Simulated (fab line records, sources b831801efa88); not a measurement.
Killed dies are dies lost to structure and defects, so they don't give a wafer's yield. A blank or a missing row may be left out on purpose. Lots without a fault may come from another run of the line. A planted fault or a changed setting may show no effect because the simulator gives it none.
A struck lot beside a sound one | flow sky130 | 14 steps out of a route of 708
Sound: wafers L639.2, L639.3, L639.5. Struck: wafers L646.2, L646.3, L646.4. The cause comes at the end.
At each step with rows: each side's tool, then ch and its chambers, then its first start. Under that, the readings that differ: sound wafers | struck wafers | difference of the means | sigmas: that difference in standard deviations of wafers without a fault.
alike: readings whose means differ by less than 2 such deviations, and words and numbers that are the same on both sides. not compared: withheld readings, readings that some wafer has no value for, bounds like >300 that may hide the same value, and numbers for which the record gives no deviation and whose values overlap.
The two part at a step that has a row with sigmas, a row that says differs or no value, or rows on one side only. Numbers that don't overlap but have no deviation are shown without sigmas and don't part them. A reading that every wafer of one side lacks parts them only if that side has two wafers or more.

first, 2 steps without rows for these wafers: SKY_VT_ADJUST_LVTN_PEB_05; SKY_VT_ADJUST_LVTN_DEVELOP_06 (develop time 60 s).
SKY_VT_ADJUST_LVTN_OVL_MEAS_07:
  sound on overlay-02, day 10 04:38; struck on overlay-01, day 11 22:36
  alike: VT_ADJUST_LVTN_OVL
then, 1 step without rows for these wafers: SKY_VT_ADJUST_LVTN_IMPLANT_08.
SKY_VT_ADJUST_LVTN_STRIP_09: strips in O2/N2.
  sound on plasma_asher-04 ch 0,1, day 10 04:49; struck on plasma_asher-01 ch 0,1, day 11 22:47
  alike: drypump_motor_current_A, oes_product_au, strip_time_to_endpoint_s
  not compared: rf_hours_counter_h
SKY_VT_ADJUST_LVTN_TW_MEAS_10:
  sound on film_metro-04, day 10 04:56; struck on film_metro-04, day 11 22:53
  alike: VT_ADJUST_LVTN_TW
then, 6 steps without rows for these wafers: SKY_VT_ADJUST_LVTN_DEHYDRATE_11 (time 60 s); SKY_VT_ADJUST_LVTN_HMDS_12 (prime time 60 s); SKY_VT_ADJUST_LVTN_COAT_13 (resist thk 1140 nm); SKY_VT_ADJUST_LVTN_SOFTBAKE_14 (time 60 s); SKY_VT_ADJUST_LVTN_EXPOSE_15 (exposes mask HVN STD DERIVED, target cd 600 nm); SKY_VT_ADJUST_LVTN_PEB_16.
SKY_VT_ADJUST_LVTN_DEVELOP_17: develop time 60 s.
  sound on litho_track-01 ch 0, day 11 03:10; struck on litho_track-02, day 12 23:13
  no value came back on the struck wafers for chill_plate_temp_C (C), develop_time_s (s); on the sound wafers chill_plate_temp_C (C) reads 22.99 22.98 22.90
SKY_VT_ADJUST_LVTN_OVL_MEAS_18:
  sound on overlay-01, day 11 03:17; struck on overlay-02, day 12 23:21
  reading                    | sound         | struck | difference                    | sigmas
  VT_ADJUST_LVTN_01_OVL (nm) | -0.2 -0.5 0.1 | - - -  | no value on the struck wafers |

WHERE THEY PART
First at SKY_VT_ADJUST_LVTN_DEVELOP_17; last, within this record, at SKY_VT_ADJUST_LVTN_OVL_MEAS_18.

WHY: what the simulator had put in
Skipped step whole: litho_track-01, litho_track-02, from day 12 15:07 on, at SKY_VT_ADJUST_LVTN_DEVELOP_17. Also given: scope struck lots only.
